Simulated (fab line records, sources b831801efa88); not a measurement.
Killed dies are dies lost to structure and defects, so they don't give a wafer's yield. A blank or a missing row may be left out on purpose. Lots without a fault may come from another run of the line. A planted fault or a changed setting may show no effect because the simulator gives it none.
A struck lot beside a sound one | flow sky130 | 23 steps out of a route of 708
Sound: wafers L141.4, L141.5, L141.6. Struck: wafers L146.2, L146.4, L146.6. The cause comes at the end.
At each step with rows: each side's tool, then ch and its chambers, then its first start. Under that, the readings that differ: sound wafers | struck wafers | difference of the means | sigmas: that difference in standard deviations of wafers without a fault.
alike: readings whose means differ by less than 2 such deviations, and words and numbers that are the same on both sides. not compared: withheld readings, readings that some wafer has no value for, bounds like >300 that may hide the same value, and numbers for which the record gives no deviation and whose values overlap.
The two part at a step that has a row with sigmas, a row that says differs or no value, or rows on one side only. Numbers that don't overlap but have no deviation are shown without sigmas and don't part them. A reading that every wafer of one side lacks parts them only if that side has two wafers or more.

SKY_LI_CONTACT_SPUTTER_19: material Ti, target thk 20 nm, time 106.37 s.
  sound on pvd_sputter-03, day 30 10:46; struck on pvd_sputter-01, day 32 04:52
  alike: throttle_valve_pct
SKY_LI_CONTACT_SPUTTER_20: material TiN, target thk 20 nm, time 80 s.
  sound on pvd_sputter-03, day 30 10:50; struck on pvd_sputter-01, day 32 04:56
  alike: throttle_valve_pct
then, 1 step without rows for these wafers: SKY_LI_CONTACT_CVD_21 (deposits W, target thk 400 nm, time 120.56 s).
SKY_LI_CONTACT_RS_MEAS_22: measures by four-point-probe.
  sound on film_metro-02, day 30 11:05; struck on film_metro-02, day 32 05:08
  alike: LI_CONTACT_W_RS
SKY_LI_CONTACT_THK_MEAS_23: measures by xrf.
  sound on film_metro-02, day 30 11:10; struck on film_metro-02, day 32 05:15
  alike: LI_CONTACT_W_THK
SKY_LI_CONTACT_CMP_24: polishes, stops on PSG, t overpolish 20 s, target thk 0 nm.
  sound on cmp-01 ch 1,2, day 30 11:12; struck on cmp-02 ch 2,3, day 32 05:21
  reading                | sound       | struck    | difference | sigmas
  time_to_endpoint_s (s) | 106 109 103 | 101 93 97 | -9         | -2
  alike: motor_current_A, overpolish_run_s
then, 1 step without rows for these wafers: SKY_LOCAL_INTERCONNECT_SPUTTER_00 (material TiN, target thk 100 nm, time 83.3 s).
SKY_LOCAL_INTERCONNECT_RS_MEAS_01: measures by four-point-probe.
  sound on film_metro-02, day 30 11:37; struck on film_metro-04, day 32 05:41
  alike: LOCAL_INTERCONNECT_TIN_RS
SKY_LOCAL_INTERCONNECT_THK_MEAS_02: measures by xrf.
  sound on film_metro-02, day 30 11:43; struck on film_metro-04, day 32 05:47
  alike: LOCAL_INTERCONNECT_TIN_THK
then, 3 steps without rows for these wafers: SKY_LOCAL_INTERCONNECT_DEHYDRATE_03 (time 60 s); SKY_LOCAL_INTERCONNECT_HMDS_04 (prime time 60 s); SKY_LOCAL_INTERCONNECT_COAT_05 (resist thk 60 nm).
SKY_LOCAL_INTERCONNECT_COAT_06: resist thk 450 nm.
  sound on litho_track-03 ch 0, day 31 01:00; struck on litho_track-04 ch 0, day 32 19:00
  reading                                                   | sound                | struck               | difference | sigmas
  spin_speed_rpm (rpm)                                      | 3000.8 3001.0 3001.7 | 2956.7 2952.6 2949.5 | -48.2      | -24
  model.KrF-thick_of_LOCAL_INTERCONNECT_COAT_06.thk_nm (nm) | 450 450.7 450.2      | 451.9 451.2 450.9    | +1.0       |
then, 4 steps without rows for these wafers: SKY_LOCAL_INTERCONNECT_SOFTBAKE_07 (time 90 s); SKY_LOCAL_INTERCONNECT_EXPOSE_08 (exposes mask LI1M, target cd 170 nm); SKY_LOCAL_INTERCONNECT_PEB_09; SKY_LOCAL_INTERCONNECT_DEVELOP_10 (develop time 60 s).
SKY_LOCAL_INTERCONNECT_CD_MEAS_11: target cd 170 nm.
  sound on cd_sem-01, day 31 16:07; struck on cd_sem-01, day 33 08:37
  reading    | sound             | struck            | difference | sigmas
  cd_nm (nm) | 171.1 170.9 172.9 | 167.8 168.2 167.6 | -3.8       | -3
SKY_LOCAL_INTERCONNECT_OVL_MEAS_12:
  sound on overlay-01, day 31 16:11; struck on overlay-01, day 33 08:43
  alike: LOCAL_INTERCONNECT_OVL
SKY_LOCAL_INTERCONNECT_ETCH_13: etches BARC in N2/H2, stops on SiO2, time 45.9 s, target depth 60 nm.
  sound on rie_metal-03 ch 0,1, day 31 16:13; struck on rie_metal-02 ch 1, day 33 08:44
  alike: chamber_pressure_mTorr, drypump_motor_current_A, n2_flow_sccm, oes_product_au, throttle_valve_pct
  not compared: rf_hours_counter_h
SKY_LOCAL_INTERCONNECT_METAL_ETCH_14: etches TiN in Cl2/BCl3, stops on PSG, target depth 110 nm, time 31.4 s.
  sound on rie_metal-03 ch 0,1, day 31 16:17; struck on rie_metal-02 ch 1, day 33 08:49
  alike: bcl3_flow_sccm, chamber_pressure_mTorr, drypump_motor_current_A, oes_product_au, throttle_valve_pct
  not compared: rf_hours_counter_h, model.KrF-thick_of_LOCAL_INTERCONNECT_COAT_06.thk_nm
SKY_LOCAL_INTERCONNECT_STRIP_15: strips in O2/N2.
  sound on plasma_asher-04 ch 0,1, day 31 16:21; struck on plasma_asher-03 ch 0,1, day 33 08:52
  alike: chamber_pressure_mTorr, drypump_motor_current_A, n2_flow_sccm, o2_flow_sccm, oes_product_au, strip_time_to_endpoint_s
  not compared: rf_hours_counter_h
then, 1 step without rows for these wafers: SKY_PAD_OPEN_PROBE_99.

WHERE THEY PART
First at SKY_LI_CONTACT_CMP_24; last, within this record, at SKY_LOCAL_INTERCONNECT_CD_MEAS_11. Later steps at which nothing parts them and some readings are alike: SKY_LOCAL_INTERCONNECT_OVL_MEAS_12, SKY_LOCAL_INTERCONNECT_ETCH_13, SKY_LOCAL_INTERCONNECT_METAL_ETCH_14, SKY_LOCAL_INTERCONNECT_STRIP_15.

WHY: what the simulator had put in
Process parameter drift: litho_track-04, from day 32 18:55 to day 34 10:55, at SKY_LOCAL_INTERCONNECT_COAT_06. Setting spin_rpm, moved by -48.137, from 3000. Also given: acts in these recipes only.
